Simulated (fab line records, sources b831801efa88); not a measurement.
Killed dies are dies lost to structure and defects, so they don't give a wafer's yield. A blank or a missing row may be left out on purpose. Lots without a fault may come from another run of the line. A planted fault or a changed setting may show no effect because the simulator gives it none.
Split-lot experiment | flow sky130 | 5 lots, 23 wafers read, on a route of 708 steps

THE SPLIT
At SKY_VIA1_HDPCVD_00 (deposits SiO2, target thk 1030 nm, time 171.7 s), the setting sih4_flow_sccm was moved away from the recipe's 60 sccm on 10 of the 23 wafers read, by -14.8% to -4.6%. The other wafers ran this setting at the recipe's value.

The file shows no step between the split and the reading.

THE READING
VIA1_HDPCVD_THK, in nm, at SKY_VIA1_THK_MEAS_01. Fault-free wafers of this fab line usually give 1035 nm, standard deviation 12 nm.

wafer  | tool, chamber at the split | sih4_flow_sccm as run, sccm | against the recipe | VIA1_HDPCVD_THK, nm | against lot-mates on the recipe
L075.1 | hdpcvd-01, 0               | 54.58                       | -9.0%              | 938                 | -88
L075.2 | hdpcvd-01, 2               | 54.58                       | -9.0%              | 928                 | -98
L075.3 | hdpcvd-01, 0               | 54.58                       | -9.0%              | 927                 | -99
L075.4 | hdpcvd-01, 2               | 60                          | recipe             | 1031                | -
L075.6 | hdpcvd-01, 2               | 60                          | recipe             | 1021                | -
L077.2 | hdpcvd-02, 1               | 60                          | recipe             | 1036                | -
L077.3 | hdpcvd-02, 2               | 60                          | recipe             | 1032                | -
L077.5 | hdpcvd-02, 0               | 60                          | recipe             | 1031                | -
L079.1 | hdpcvd-02, 2,0             | 60                          | recipe             | 1036                | -
L079.2 | hdpcvd-02, 2,0             | 60                          | recipe             | 1034                | -
L079.4 | hdpcvd-02, 1               | 57.22                       | -4.6%              | 992                 | -44
L079.5 | hdpcvd-02, 2               | 57.22                       | -4.6%              | 990                 | -46
L079.6 | hdpcvd-02, 0               | 60                          | recipe             | 1038                | -
L081.1 | hdpcvd-01, 0               | 51.11                       | -14.8%             | 908                 | -152
L081.2 | hdpcvd-01, 1               | 60                          | recipe             | 1062                | -
L081.3 | hdpcvd-01, 2               | 51.11                       | -14.8%             | 903                 | -156
L081.4 | hdpcvd-01, 2               | 51.11                       | -14.8%             | 920                 | -140
L081.6 | hdpcvd-01, 0               | 60                          | recipe             | 1057                | -
L085.1 | hdpcvd-02, 1               | 60                          | recipe             | 1013                | -
L085.2 | hdpcvd-02, 2               | 60                          | recipe             | 1014                | -
L085.4 | hdpcvd-02, 0               | 55.48                       | -7.5%              | 942                 | -74
L085.5 | hdpcvd-02, 2               | 55.48                       | -7.5%              | 941                 | -75
L085.6 | hdpcvd-02, 1               | 60                          | recipe             | 1021                | -
Where a row lists several chambers, the file gives one row for several wafers and doesn't say which wafer went through which chamber.

THE FIT
A straight line over all 23 wafers: VIA1_HDPCVD_THK changes by +9.16 nm for each +1% of sih4_flow_sccm; r = +0.96; the points scatter about the line by 16 nm.
The same after taking each lot's own level away (the mean of its wafers on the recipe; 23 wafers): +10.1 nm for each +1%; r = +1.00; scatter 4.4 nm.
On that fit, the largest move of sih4_flow_sccm shifts the reading by 1.5e+02 nm.
The lots' own levels span 1016.0 to 1059.5 nm, that is 3.6 times the standard deviation above.
So the lot-to-lot level changes the slope little: the two slopes agree.
Check: with one of the wafers moved furthest among these (-14.8%) left out of the fit, the line predicts -150 nm for it against its lot-mates. It came out at -152 nm against them.

OTHER SPLITS ON THESE WAFERS
These wafers also went through other splits before the reading. Each is held against what the fit with the lots' levels taken away leaves over:
other split on the same wafers          | wafers away from the commonest value | r with VIA1_HDPCVD_THK (lot level and that fit taken away)
SKY_LI_CONTACT_SPUTTER_20 power_w       | 7                                    | +0.00
SKY_CONTACT_SPUTTER_23 time_s           | 6                                    | -0.01
SKY_METAL1_SPUTTER_01 power_w           | 5                                    | -0.07
SKY_METAL1_METAL_ETCH_19 over_etch_frac | 10                                   | +0.34

THE WHOLE CHAIN: every reading that the file lists as answering this split, in the file's order
step                 | what it does                                    | reading                                                                        | change (the file's fit)              | r (the file's)
SKY_VIA1_HDPCVD_00   | deposits SiO2, target thk 1030 nm, time 171.7 s | SiO2_of_VIA1_HDPCVD_00.thk_nm (the simulator's own value, which no gauge read) | +10.3 nm for each +1% of the setting | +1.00
SKY_VIA1_THK_MEAS_01 |                                                 | VIA1_HDPCVD_THK                                                                | +10.1 for each +1% of the setting    | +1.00

THE FILE'S OWN FIT
VIA1_HDPCVD_THK changes by +10.1 nm for each +1% of sih4_flow_sccm, r = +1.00.
